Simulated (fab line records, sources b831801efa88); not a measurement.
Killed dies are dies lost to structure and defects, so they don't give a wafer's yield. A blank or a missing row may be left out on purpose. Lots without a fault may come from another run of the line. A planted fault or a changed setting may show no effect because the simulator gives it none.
fab line records | flow gf180mcu
record lots=12 wafers=36 last_day=34
route steps=602 shown CONTACT@311 M1@320 V1@360
lots that met no fault: from a run of the same line without faults
start_h: hours from the record's first day to the start of the lot's first wafer shown | wait_h: hours since the lot's step before | " the same as in the row above | L1.1+2: a row that stands for several wafers | - no value, or no start given | * or withheld: withheld | < > ~ a bound
route shown NAME@n: a module of which the file shows steps, and the number in the route of the first | usual: mean/standard deviation of fault-free wafers | same: alike in all rows | chamber/n: place in a boat | sites: the reading at each site | _std_site: their standard deviation | _edge_site: outer sites' mean less inner sites' | radius_mm: how far each site lies from the wafer's centre | mask NAME#n: copy n | behind: the tool/chamber that last shaped the wafer | hold: why the lot was held/for how many hours/how that ended | device: the transistor (n, p or np) that didn't switch | end of line: the same wafers' tests at the end of the route | a step without rows: its recipe alone | killed: dies lost to structure and defects at the first sort, not the wafer's yield | map: a wafer's dies, x killed, . not, _ none there
set.NAME: the setting as run; set.NAME@STEP: as run at that earlier step | model.NAME: the simulator's own value behind a step, which no gauge read
steps of the route over a sample of lots; a table a step, a row a wafer
services: from which hour (start_h, from the record's first day; less than 0 if before it) a tool's chamber was out of use, for how many hours, and why
## steps
# step GF_CONTACT_CVD_24
# recipe material=W target_thk_nm=300 time_s=90.339 temp_c=400 pressure_torr=40
# usual chamber_pressure_Torr=40.00/0.085 heater_power_w=782/51
# columns lot.wafer tool chamber start_h wait_h chamber_pressure_Torr heater_power_w since_wet_clean_h
L728.3 cvd_w-01 0 373.30 0.1 40.05 701 -
L728.5 " 0 " " 40.02 735 -
L728.6 " 1 " " 39.88 748 -
L729.2 cvd_w-02 0 373.64 0.0 40.03 859 984
L729.4 " 0 " " 40.06 889 -
L729.5 " 1 " " 39.99 923 -
L731.1 cvd_w-01 0 404.52 0.0 40.06 710 501
L731.2 " 1 " " 39.94 779 501
L731.4 " 0 " " 40.13 726 -
L732.1 cvd_w-02 1 405.58 0.0 40.03 817 2
L732.2 " 0 " " 40.05 796 2
L732.4 " 0 " " 40.00 810 -
L733.2 cvd_w-02 1 425.47 0.0 39.94 823 21
L733.5 " 1 " " 39.93 815 -
L733.6 " 0 " " 40.15 808 -
L734.1 cvd_w-01 1 427.09 0.0 40.04 789 523
L734.4 " 0 " " 39.88 726 -
L734.6 " 0 " " 39.94 728 -
L735.1 cvd_w-02 0 433.69 0.0 39.87 788 30
L735.4 " 0 " " 39.93 791 -
L735.5 " 1 " " 39.97 820 -
L736.1 cvd_w-02 1 446.24 0.0 40.03 779 42
L736.2 " 0 " " 39.81 815 42
L736.4 " 0 " " 39.91 806 -
L742.3 cvd_w-01 1 501.01 0.1 40.13 769 -
L742.5 " 0 " " 39.91 707 -
L742.6 " 1 " " 40.19 781 -
L744.1 cvd_w-01 0 516.56 0.0 40.18 720 613
L744.4 " 0 " " 40.06 736 -
L744.6 " 0 " " 40.08 725 -
L745.2 cvd_w-02 0 520.59 0.0 40.02 806 117
L745.4 " 1 " " 39.87 805 -
L745.5 " 0 " " 39.98 800 -
L749.1 cvd_w-01 1 551.25 0.0 40.10 777 647
L749.5 " 1 " " 39.93 762 -
L749.6 " 0 " " 40.02 734 -
# step GF_CONTACT_RS_MEAS_25
# recipe thk_meas_gauge=four-point-probe reads=W_of_CONTACT_CVD_24+TiN_of_CONTACT_SPUTTER_23+Ti_of_CONTACT_SPUTTER_22
# usual CONTACT_W_RS=0.382/0.0046
# columns lot.wafer tool chamber start_h wait_h CONTACT_W_RS[ohm/sq]
L728.3 film_metro-01 - 373.41 0.1 0.386
L728.5 " - " " 0.386
L728.6 " - " " 0.381
L729.2 film_metro-04 - 373.76 0.1 0.388
L729.4 " - " " 0.386
L729.5 " - " " 0.369
L731.1 film_metro-01 - 404.62 0.1 0.381
L731.2 " - " " 0.383
L731.4 " - " " 0.380
L732.1 film_metro-04 - 405.69 0.1 0.377
L732.2 " - " " 0.381
L732.4 " - " " 0.380
L733.2 film_metro-01 - 425.59 0.1 0.380
L733.5 " - " " 0.385
L733.6 " - " " 0.387
L734.1 film_metro-04 - 427.19 0.1 0.384
L734.4 " - " " 0.386
L734.6 " - " " 0.381
L735.1 film_metro-02 - 433.79 0.1 0.384
L735.4 " - " " 0.389
L735.5 " - " " 0.378
L736.1 film_metro-02 - 446.34 0.1 0.378
L736.2 " - " " 0.393
L736.4 " - " " 0.387
L742.3 film_metro-04 - 501.12 0.1 0.381
L742.5 " - " " 0.383
L742.6 " - " " 0.386
L744.1 film_metro-04 - 516.66 0.1 0.379
L744.4 " - " " 0.377
L744.6 " - " " 0.377
L745.2 film_metro-01 - 520.71 0.1 0.383
L745.4 " - " " 0.269
L745.5 " - " " 0.386
L749.1 film_metro-02 - 551.35 0.1 0.383
L749.5 " - " " 0.386
L749.6 " - " " 0.378
# step GF_CONTACT_THK_MEAS_26
# recipe thk_meas_gauge=xrf reads=W_of_CONTACT_CVD_24
# usual CONTACT_W_THK=284/3.9
# columns lot.wafer tool chamber start_h wait_h CONTACT_W_THK[nm]
L728.3 film_metro-01 - 373.51 0.1 281
L728.5 " - " " 279
L728.6 " - " " 282
L729.2 film_metro-04 - 373.87 0.1 280
L729.4 " - " " 283
L729.5 " - " " 294
L731.1 film_metro-01 - 404.74 0.1 285
L731.2 " - " " 286
L731.4 " - " " 285
L732.1 film_metro-04 - 405.81 0.1 290
L732.2 " - " " 289
L732.4 " - " " 289
L733.2 film_metro-01 - 425.70 0.1 287
L733.5 " - " " 282
L733.6 " - " " 281
L734.1 film_metro-04 - 427.31 0.1 280
L734.4 " - " " 280
L734.6 " - " " 283
L735.1 film_metro-02 - 433.91 0.1 282
L735.4 " - " " 278
L735.5 " - " " 284
L736.1 film_metro-02 - 446.46 0.1 285
L736.2 " - " " 274
L736.4 " - " " 279
L742.3 film_metro-04 - 501.22 0.1 284
L742.5 " - " " 283
L742.6 " - " " 284
L744.1 film_metro-04 - 516.78 0.1 287
L744.4 " - " " 291
L744.6 " - " " 290
L745.2 film_metro-01 - 520.82 0.1 283
L745.4 " - " " 394
L745.5 " - " " 282
L749.1 film_metro-02 - 551.47 0.1 281
L749.5 " - " " 279
L749.6 " - " " 287
# step GF_CONTACT_CMP_27
# recipe stop_on=SiO2 down_force_psi=3.5 platen_rpm=60 t_overpolish_s=15 target_thk_nm=0 pad_velocity_m_s=0.94248
# usual motor_current_A=11.1/1.7 time_to_endpoint_s=70/4
# columns lot.wafer tool chamber start_h wait_h motor_current_A time_to_endpoint_s
L728.3 cmp-02 1 373.70 0.2 12.0 74
L728.6 " 2 " " 12.3 77
L728.5 " 3 " " 11.4 74
L729.4 cmp-02 3 373.97 0.1 10.5 70
L729.2 " 1 " " 11.8 70
L729.5 " 2 " " 11.8 80
L731.4 cmp-01 1 405.11 0.3 13.3 67
L731.2 " 3 " " 8.1 71
L731.1 " 0 " " 11.3 66
L732.2 cmp-01 2 405.98 0.2 10.3 75
L732.1 " 0 " " 11.2 69
L732.4 " 1 " " 13.7 71
L733.2 cmp-01 1 425.75 0.0 14.1 71
L733.6 " 1 " " 14.3 66
L733.5 " 2 " " 9.3 71
L734.4 cmp-02 1 427.47 0.1 11.7 71
L734.1 " 2 " " 12.2 77
L734.6 " 3 " " 10.7 72
L735.4 cmp-02 2 434.02 0.1 12.3 73
L735.1 " 0 " " 11.4 63
L735.5 " 2 " " 12.6 74
L736.4 cmp-02 3 446.52 0.0 11.0 70
L736.1 " 0 " " 11.5 66
L736.2 " 2 " " 11.7 73
L742.3 cmp-02 3 501.41 0.2 10.6 69
L742.5 " 0 " " 11.2 67
L742.6 " 1 " " 12.0 69
L744.4 cmp-01 1 516.84 0.0 13.9 69
L744.1 " 0 " " 11.1 65
L744.6 " 2 " " 9.5 71
L745.2 cmp-01 3 520.97 0.1 8.6 67
L745.4 " 0 " " 11.3 88
L745.5 " 2 " " 10.1 68
L749.1 cmp-01 1 551.64 0.2 14.7 66
L749.5 " 1 " " 14.0 68
L749.6 " 2 " " 10.1 72
# step GF_M1_RS_MEAS_05
# recipe thk_meas_gauge=four-point-probe reads=TiN_of_M1_SPUTTER_04+Ti_of_M1_SPUTTER_03+AlCu_of_M1_SPUTTER_02+TiN_of_M1_SPUTTER_01+Ti_of_M1_SPUTTER_00
# usual M1_ALCU_RS=0.0693/0.00095
# columns lot.wafer tool chamber start_h wait_h M1_ALCU_RS[ohm/sq]
L728.3 film_metro-04 - 374.11 0.1 0.0694
L728.5 " - " " 0.0688
L728.6 " - " " 0.0689
L729.2 film_metro-03 - 374.46 0.0 0.0693
L729.4 " - " " 0.0706
L729.5 " - " " 0.0685
L731.1 film_metro-03 - 405.63 0.0 0.0698
L731.2 " - " " 0.0701
L731.4 " - " " 0.0692
L732.1 film_metro-01 - 406.51 0.0 0.0702
L732.2 " - " " 0.0684
L732.4 " - " " 0.0704
L733.2 film_metro-03 - 426.30 0.0 0.0685
L733.5 " - " " 0.0697
L733.6 " - " " 0.0685
L734.1 film_metro-04 - 427.89 0.0 0.0681
L734.4 " - " " 0.0688
L734.6 " - " " 0.0675
L735.1 film_metro-03 - 434.49 0.0 0.0689
L735.4 " - " " 0.0718
L735.5 " - " " 0.0708
L736.1 film_metro-04 - 447.04 0.0 0.0692
L736.2 " - " " 0.0697
L736.4 " - " " 0.0681
L742.3 film_metro-04 - 501.82 0.1 0.0705
L742.5 " - " " 0.0703
L742.6 " - " " 0.0703
L744.1 film_metro-01 - 517.47 0.1 0.0700
L744.4 " - " " 0.0691
L744.6 " - " " 0.0689
L745.2 film_metro-01 - 521.41 0.0 0.0689
L745.4 " - " " 0.0692
L745.5 " - " " 0.0688
L749.1 film_metro-01 - 552.16 0.0 0.0698
L749.5 " - " " 0.0695
L749.6 " - " " 0.0694
# step GF_M1_THK_MEAS_06
# recipe thk_meas_gauge=xrf reads=AlCu_of_M1_SPUTTER_02
# usual M1_ALCU_THK=445/6.2
# columns lot.wafer tool chamber start_h wait_h M1_ALCU_THK[nm]
L728.3 film_metro-04 - 374.21 0.1 444
L728.5 " - " " 449
L728.6 " - " " 451
L729.2 film_metro-03 - 374.57 0.1 444
L729.4 " - " " 436
L729.5 " - " " 448
L731.1 film_metro-03 - 405.75 0.1 441
L731.2 " - " " 437
L731.4 " - " " 443
L732.1 film_metro-01 - 406.63 0.1 440
L732.2 " - " " 452
L732.4 " - " " 438
L733.2 film_metro-03 - 426.41 0.1 449
L733.5 " - " " 442
L733.6 " - " " 449
L734.1 film_metro-04 - 428.01 0.1 455
L734.4 " - " " 452
L734.6 " - " " 460
L735.1 film_metro-03 - 434.61 0.1 446
L735.4 " - " " 430
L735.5 " - " " 435
L736.1 film_metro-04 - 447.16 0.1 447
L736.2 " - " " 447
L736.4 " - " " 454
L742.3 film_metro-04 - 501.92 0.1 443
L742.5 " - " " 443
L742.6 " - " " 441
L744.1 film_metro-01 - 517.59 0.1 440
L744.4 " - " " 445
L744.6 " - " " 447
L745.2 film_metro-01 - 521.52 0.1 444
L745.4 " - " " 445
L745.5 " - " " 446
L749.1 film_metro-01 - 552.28 0.1 438
L749.5 " - " " 443
L749.6 " - " " 443
# step GF_V1_THK_MEAS_25
# recipe thk_meas_gauge=xrf reads=W_of_V1_CVD_23
# usual V1_W_THK=332/6
# columns lot.wafer tool chamber start_h wait_h V1_W_THK[nm]
L728.3 film_metro-02 - 423.12 0.1 324
L728.5 " - " " 321
L728.6 " - " " 319
L729.2 film_metro-01 - 423.98 0.1 336
L729.4 " - " " 340
L729.5 " - " " 339
L731.1 film_metro-03 - 456.50 0.1 346
L731.2 " - " " 338
L731.4 " - " " 343
L732.1 film_metro-02 - 457.38 0.1 330
L732.2 " - " " 322
L732.4 " - " " 323
L733.2 film_metro-01 - 477.91 0.1 335
L733.5 " - " " 339
L733.6 " - " " 335
L734.1 film_metro-02 - 479.37 0.1 331
L734.4 " - " " 324
L734.6 " - " " 325
L735.1 film_metro-01 - 486.13 0.1 332
L735.4 " - " " 340
L735.5 " - " " 335
L736.1 film_metro-01 - 498.39 0.1 331
L736.2 " - " " 338
L736.4 " - " " 337
L742.3 film_metro-01 - 550.45 0.1 327
L742.5 " - " " 340
L742.6 " - " " 326
L744.1 film_metro-03 - 564.90 0.1 329
L744.4 " - " " 329
L744.6 " - " " 327
L745.2 film_metro-03 - 568.79 0.1 327
L745.4 " - " " 327
L745.5 " - " " 327
L749.1 film_metro-02 - 597.48 0.1 333
L749.5 " - " " 338
L749.6 " - " " 331
## services
# columns tool chamber start_h hours kind
cvd_w-01 - 356.35 6.9 pm
cvd_w-01 1 364.60 4.4 repair
cmp-01 - 384.78 5.6 pm
cvd_w-02 - 390.00 14.0 pm
cvd_w-02 0 390.00 14.0 vent_cycle
cvd_w-02 1 390.00 14.0 vent_cycle
cmp-02 - 404.00 4.0 pm
cvd_w-02 0 404.00 - clean
cvd_w-02 1 404.00 - clean
cmp-02 - 408.00 - consumable_replace:conditioner
cmp-02 - 408.00 - consumable_replace:pad
cmp-02 - 411.99 0.8 repair
cvd_w-01 - 447.99 1.8 repair
cvd_w-02 - 457.72 5.9 repair
cmp-01 - 458.06 1.1 repair
cmp-01 - 494.03 0.7 repair
cmp-02 - 512.71 6.7 pm
cmp-02 - 528.47 1.4 repair
## key
first_sign step=GF_CONTACT_RS_MEAS_25 reading=CONTACT_W_RS direction=down sigmas=25 usual=0.382 struck=0.269
effect step=GF_CONTACT_THK_MEAS_26 reading=CONTACT_W_THK direction=up sigmas=28 usual=284 struck=394
effect step=GF_CONTACT_CMP_27 reading=time_to_endpoint_s direction=up sigmas=4.6 usual=* struck=*
met_at GF_CONTACT_CVD_24
struck_lots L745
struck_wafers L745.4
tester_left_out L745
not_acting_at GF_M1_RS_MEAS_05,GF_M1_THK_MEAS_06,GF_V1_THK_MEAS_25
onset_between 446.24 520.59
fault kind=process_parameter_drift tool=cvd_w-02 chamber=1 onset_h=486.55 steps=GF_CONTACT_CVD_24 channel=target_thk_nm offset=121.35 shape=step end_h=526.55 acts_in=these_recipes_only stated=300
# tester_left_out: of these lots the tester's yield and bins aren't shown, on N5 and GAA mostly nor the transistor test; their killed dies are dies lost to structure and defects alone, not to doping, threshold or leakage, so they don't give the yield
